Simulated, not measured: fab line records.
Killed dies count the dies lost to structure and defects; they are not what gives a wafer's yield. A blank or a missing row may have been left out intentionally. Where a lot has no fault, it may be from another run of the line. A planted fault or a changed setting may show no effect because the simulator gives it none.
Which tool is to blame?	flow gf180mcu	14 lots, 42 wafers sampled, at 4 steps of a route of 602

WHAT EACH GAUGE READ, for each wafer
GF_VT_IMPLANT_RS_MEAS_46: a four-point-probe measurement.
lot	measured	on	MVSD_RS (ohm/sq)
L342	day 7 13:26	film_metro-01	455.7 456.4 455.8
L344	day 8 01:25	film_metro-01	132.7 133.1 133.1
L345	day 8 08:31	film_metro-04	132.8 132.8 132.9
L348	day 9 02:11	film_metro-04	455.9 455.8 457.0
L350	day 9 17:05	film_metro-04	457.6 455.8 458.3
L353	day 10 13:31	film_metro-01	456.5 456.8 455.9
L354	day 10 19:09	film_metro-02	454.2 455.1 455.0
L358	day 11 23:14	film_metro-04	454.9 455.2 456.1
L359	day 12 06:28	film_metro-01	456.9 456.1 455.1
L360	day 12 14:53	film_metro-02	453.9 457.0 454.8
L361	day 13 03:50	film_metro-02	457.7 457.2 457.1
L362	day 13 13:40	film_metro-01	455.7 456.3 456.0
L364	day 13 22:31	film_metro-01	456.5 456.2 456.9
L365	day 14 06:59	film_metro-04	456.7 456.6 457.9

GF_VT_IMPLANT_RS_MEAS_47: a four-point-probe measurement.
lot	measured	on	NWELL_RS (ohm/sq)
L342	day 7 13:33	film_metro-01	488.3 487.7 487.7
L344	day 8 01:32	film_metro-01	133.2 133.0 132.7
L345	day 8 08:38	film_metro-04	133.1 132.8 132.8
L348	day 9 02:18	film_metro-04	484.9 486.1 484.8
L350	day 9 17:13	film_metro-04	487.3 486.9 487.0
L353	day 10 13:38	film_metro-01	486.5 488.5 488.0
L354	day 10 19:16	film_metro-02	488.1 487.3 487.7
L358	day 11 23:22	film_metro-04	487.1 485.3 486.8
L359	day 12 06:35	film_metro-01	488.0 488.3 486.8
L360	day 12 15:00	film_metro-02	488.1 488.1 489.0
L361	day 13 03:57	film_metro-02	487.5 487.0 486.9
L362	day 13 13:47	film_metro-01	485.6 488.3 488.2
L364	day 13 22:38	film_metro-01	487.4 488.0 489.6
L365	day 14 07:06	film_metro-04	486.3 487.7 486.3

GF_VT_IMPLANT_RS_MEAS_48: a four-point-probe measurement.
lot	measured	on	LVPWELL_RS (ohm/sq)
L342	day 7 13:40	film_metro-01	1196 1196 1196
L344	day 8 01:39	film_metro-01	133 133 133
L345	day 8 08:45	film_metro-04	133 133 133
L348	day 9 02:25	film_metro-04	1198 1198 1197
L350	day 9 17:20	film_metro-04	1193 1196 1197
L353	day 10 13:46	film_metro-01	1203 1200 1198
L354	day 10 19:23	film_metro-02	1195 1198 1194
L358	day 11 23:29	film_metro-04	1198 1196 1198
L359	day 12 06:42	film_metro-01	1199 1204 1203
L360	day 12 15:07	film_metro-02	1197 1197 1196
L361	day 13 04:04	film_metro-02	1197 1201 1197
L362	day 13 13:54	film_metro-01	1193 1201 1201
L364	day 13 22:45	film_metro-01	1200 1202 1203
L365	day 14 07:13	film_metro-04	1193 1198 1202

TOOL THAT RAN EACH LOT (tool first, then ch and the chambers of the sampled wafers, then the start)
lot	GF_VT_IMPLANT_RTA_45
L342	rtp_anneal-01 ch 0, day 7 13:19
L344	rtp_anneal-01, day 8 01:18
L345	rtp_anneal-01, day 8 08:25
L348	rtp_anneal-01 ch 0, day 9 02:04
L350	rtp_anneal-02 ch 0, day 9 16:59
L353	rtp_anneal-01 ch 0, day 10 13:25
L354	rtp_anneal-02 ch 0, day 10 19:03
L358	rtp_anneal-01 ch 0, day 11 23:08
L359	rtp_anneal-01 ch 0, day 12 06:16
L360	rtp_anneal-02 ch 0, day 12 14:46
L361	rtp_anneal-02 ch 0, day 13 03:43
L362	rtp_anneal-02 ch 0, day 13 13:33
L364	rtp_anneal-02 ch 0, day 13 22:25
L365	rtp_anneal-01 ch 0, day 14 06:52
- GF_VT_IMPLANT_RTA_45: time 30 s.

AS READ BY THE TOOLS THEMSELVES (means over the sampled wafers that have a number; for cases with no such wafer, the mark the record gives instead)
GF_VT_IMPLANT_RTA_45.
lot	tool	anneal_temp_c_max	chamber_o2_ppm	lamp_power_pct (%)	wafer_temp_C_max
L342	rtp_anneal-01	1056.9	1.990	31.9	1057.3
L344	rtp_anneal-01	-	-	-	-
L345	rtp_anneal-01	-	-	-	-
L348	rtp_anneal-01	1056.0	2.010	31.9	1057.7
L350	rtp_anneal-02	1053.6	1.999	28.8	1054.1
L353	rtp_anneal-01	1057.0	1.983	31.9	1058.8
L354	rtp_anneal-02	1052.5	1.979	28.8	1055.0
L358	rtp_anneal-01	1057.4	2.018	31.9	1056.5
L359	rtp_anneal-01	1057.2	1.990	32.0	1056.0
L360	rtp_anneal-02	1052.7	2.003	28.7	1053.8
L361	rtp_anneal-02	1053.2	1.998	28.8	1053.8
L362	rtp_anneal-02	1052.8	1.991	28.7	1054.8
L364	rtp_anneal-02	1052.8	2.024	28.7	1055.4
L365	rtp_anneal-01	1056.6	1.992	31.9	1058.5

THE ANSWER, worked out from the rows above alone
Rule: what is usual is taken from the lots themselves. Put in order of their means at a reading, lots are off if they are a third of the lots or fewer, leave a main group of 4 or more, and stand apart from it by a gap of 3 or more times the standard deviation of the main group's means; of several such gaps the widest counts. A main group is skipped when, at the precision printed for the reading in the tables above, its means are all equal. A lot without any number at a reading at which 4 lots or more have one is off too. The other lots that the step has rows for count as sound. First the gauges in route order, then the tools' own readings, where a lot's mean is used as printed above. The first step at which some lot is off is used, and at that step the reading that is off furthest; a lot without a number counts as furthest.
Off: L344, L345, at GF_VT_IMPLANT_RS_MEAS_46 (MVSD_RS). For the main group the mean is 456.2 ohm/sq and the standard deviation 0.76.
A tool fits if, at a process step before that reading, it ran every lot that is off, and no sound lot after the first of them. Not tried: the gauges at GF_VT_IMPLANT_RS_MEAS_46; whatever is off there is also off at GF_VT_IMPLANT_RTA_45, on other tools, and gauge error can't account for it. No candidate that was tried fits.

WHAT WAS PUT IN BY THE SIMULATOR
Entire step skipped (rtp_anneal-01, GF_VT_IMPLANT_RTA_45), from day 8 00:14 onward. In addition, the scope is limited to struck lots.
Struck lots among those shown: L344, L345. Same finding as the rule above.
